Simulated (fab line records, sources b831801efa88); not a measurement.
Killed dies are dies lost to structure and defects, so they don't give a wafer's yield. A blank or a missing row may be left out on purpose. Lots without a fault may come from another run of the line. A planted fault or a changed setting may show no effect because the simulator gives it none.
Which tool did it? | flow sky130 | 7 lots, 21 wafers sampled, at 2 steps of a route of 708

WHAT THE GAUGES READ, wafer by wafer
SKY_VT_ADJUST_LVTN_OVL_MEAS_07.
lot  | measured     | on         | VT_ADJUST_LVTN_OVL (nm)
L535 | day 7 07:01  | overlay-01 | 1.2 -1.4 0.7
L537 | day 7 18:04  | overlay-02 | -0.4 0.5 -1.2
L539 | day 8 14:58  | overlay-01 | 1.2 1.3 0.9
L547 | day 10 10:42 | overlay-02 | 2.5 4.5 2.0
L553 | day 11 23:30 | overlay-01 | 0.0 -0.1 -1.4
L555 | day 12 13:04 | overlay-02 | 2.0 1.5 1.9
L557 | day 13 02:10 | overlay-01 | 1.6 3.3 2.7

WHICH TOOL RAN EACH LOT (tool, then ch and the chambers of the sampled wafers, then the start)
lot  | SKY_NWELL_EXPOSE_20
L535 | iline_stepper-01 ch 0, day 5 06:21
L537 | iline_stepper-01 ch 0, day 5 15:58
L539 | iline_stepper-01 ch 0, day 6 10:27
L547 | iline_stepper-01, day 8 05:34
L553 | iline_stepper-02 ch 0, day 9 15:02
L555 | iline_stepper-02 ch 0, day 10 02:45
L557 | iline_stepper-02 ch 0, day 10 14:10
- SKY_NWELL_EXPOSE_20: exposes mask NWM COMPLEMENT, target cd 840 nm.

THE ANSWER, worked out from the rows above alone
Rule: what is usual is taken from the lots themselves. Put in order of their means at a reading, lots are off if they are a third of the lots or fewer, leave a main group of 4 or more, and stand apart from it by a gap of 3 or more times the standard deviation of the main group's means; of several such gaps the widest counts. A main group whose means are all the same, to the digits that the tables above print for the reading, isn't used. A lot without any number at a reading at which 4 lots or more have one is off too. The other lots that the step has rows for count as sound.
No lot is off at any reading shown: from this, nothing can be told.

WHAT THE SIMULATOR HAD PUT IN
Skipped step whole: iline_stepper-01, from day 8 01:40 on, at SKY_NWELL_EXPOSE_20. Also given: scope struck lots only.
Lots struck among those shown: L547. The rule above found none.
